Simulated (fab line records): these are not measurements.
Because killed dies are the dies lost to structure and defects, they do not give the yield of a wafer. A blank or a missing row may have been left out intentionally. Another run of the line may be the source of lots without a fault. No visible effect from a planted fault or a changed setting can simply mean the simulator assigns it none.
Struck lot and sound lot, side by side | flow sky130 | 20 steps out of a route of 708
Sound: these wafers, L142.2, L142.3, L142.5. Wafers L132.3, L132.4, L132.5 were the ones struck. Last of all comes the cause.
Each step with rows lists, per side, the tool, then ch with its chambers, then its first start. Under that, the readings that differ: sound wafers | struck wafers | difference of the means | sigmas: that difference in standard deviations of wafers without a fault.
alike: readings whose means differ by less than 2 such deviations, and words and numbers that are the same on both sides. not compared: withheld readings, readings that some wafer has no value for, bounds like >300 that may hide the same value, and numbers for which the record gives no deviation and whose values overlap.
Wherever a step has rows on one side only, a row that says differs or no value, or a row with sigmas, the two part there. When numbers do not overlap yet have no deviation, they are printed without sigmas and do not part them. A reading missing from all wafers of one side parts the sides only when that side holds two or more wafers.

SKY_CAP2M_METAL_ETCH_13: etches TiN in Cl2/BCl3, stops on SiO2, target depth 220 nm, time 62.9 s.
  sound on rie metal-02 ch 0, day 44 07:17; struck on rie metal-02 ch 0,1, day 41 13:55
  alike: drypump motor current A, oes product au, rf fwd power W, throttle valve pct
  not compared: rf hours counter h
SKY_CAP2M_STRIP_14: strips in O2/N2.
  sound on plasma asher-04 ch 0, day 44 07:24; struck on plasma asher-04 ch 0,1, day 41 13:59
  alike: drypump motor current A, o2 flow sccm, oes product au, strip time to endpoint s
  not compared: rf hours counter h
then, 10 steps without rows for these wafers: SKY_CAP2M_STRIP_15 (strips in post etch residue remover, time 1200 s); SKY_CAP2M_CLEAN_16 (cleans in IPA, time 180 s); SKY_CAP2M_CLEAN_17 (cleans in O3/DIW); SKY_METAL4_DEHYDRATE_05 (time 60 s); SKY_METAL4_HMDS_06 (prime time 60 s); SKY_METAL4_COAT_07 (resist thk 60 nm); SKY_METAL4_COAT_08 (resist thk 1140 nm); SKY_METAL4_SOFTBAKE_09 (time 90 s); SKY_METAL4_EXPOSE_10 (exposes mask MM4, target cd 300 nm); SKY_METAL4_PEB_11.
SKY_METAL4_DEVELOP_12: develop time 60 s.
  sound on litho track-03 ch 0, day 45 05:00; struck on litho track-04 ch 0, day 42 14:00
SKY_METAL4_CD_MEAS_13: target cd 300 nm.
  sound: cd sem-01 at day 45 05:42; struck: cd sem-01 at day 42 14:17
  alike: cd nm
SKY_METAL4_OVL_MEAS_14:
  sound: overlay-01 at day 45 05:49; struck: overlay-01 at day 42 14:23
  alike: METAL4_OVL
SKY_METAL4_DESCUM_15: chemistry O2, time 8 s.
  sound on rie metal-04 ch 0,1, day 45 05:50; struck on rie metal-04 ch 0,1, day 42 14:25
  alike: drypump motor current A, oes product au, rf fwd power W
  not compared: rf hours counter h, model.METAL4.cd nm
SKY_METAL4_ETCH_16: etches BARC in N2/H2, stops on SiO2, time 88.2 s, target depth 60 nm.
  sound on rie metal-04 ch 0,1, day 45 05:52; struck on rie metal-04 ch 0,1, day 42 14:28
  alike: drypump motor current A, oes product au, rf fwd power W, throttle valve pct
  not compared: rf hours counter h
SKY_METAL4_ETCH_17: etches SiO2 in C4F8/O2/Ar, stops on TiN, time 3.9 s, target depth 15 nm.
  sound on rie diel-04 ch 0,2, day 45 05:58; struck on rie diel-01 ch 0,1,2, day 42 14:32
  alike: oes product au, rf fwd power W
  not compared: rf hours counter h, model.METAL4.cd nm
SKY_METAL4_METAL_ETCH_18: etches the open film in Cl2/BCl3, stops on SiO2, target depth 845 nm, time 183.1 s.
  sound on rie metal-03 ch 0,1, day 45 05:59; struck on rie metal-03 ch 0,1, day 42 14:37
  alike: drypump motor current A, oes product au, rf fwd power W, throttle valve pct
  not compared: rf hours counter h
-- the record jumps here: 4 days lie between the struck wafers' starts before and after (it left off in module METAL4 and takes up again in module PAD_OPEN, whose first step shown is number 708 of the route) --
SKY_PAD_OPEN_PROBE_99:
  sound: prober-02 at day 48 22:08; struck: prober-01 at day 46 12:32
  alike: defect limited yield, killed_at_M0_to_M3, killed_at_M4_up, killed at contacts, killed at front end, killed at other, killed dies, killed open, killed short, sort_bin_3_pad_short, sort_bin_5_function, sort_bin_6_memory, sort n pass, sort yield pct

## WHERE THEY PART
Nowhere in this record.

WHY: what had been put in by the simulator
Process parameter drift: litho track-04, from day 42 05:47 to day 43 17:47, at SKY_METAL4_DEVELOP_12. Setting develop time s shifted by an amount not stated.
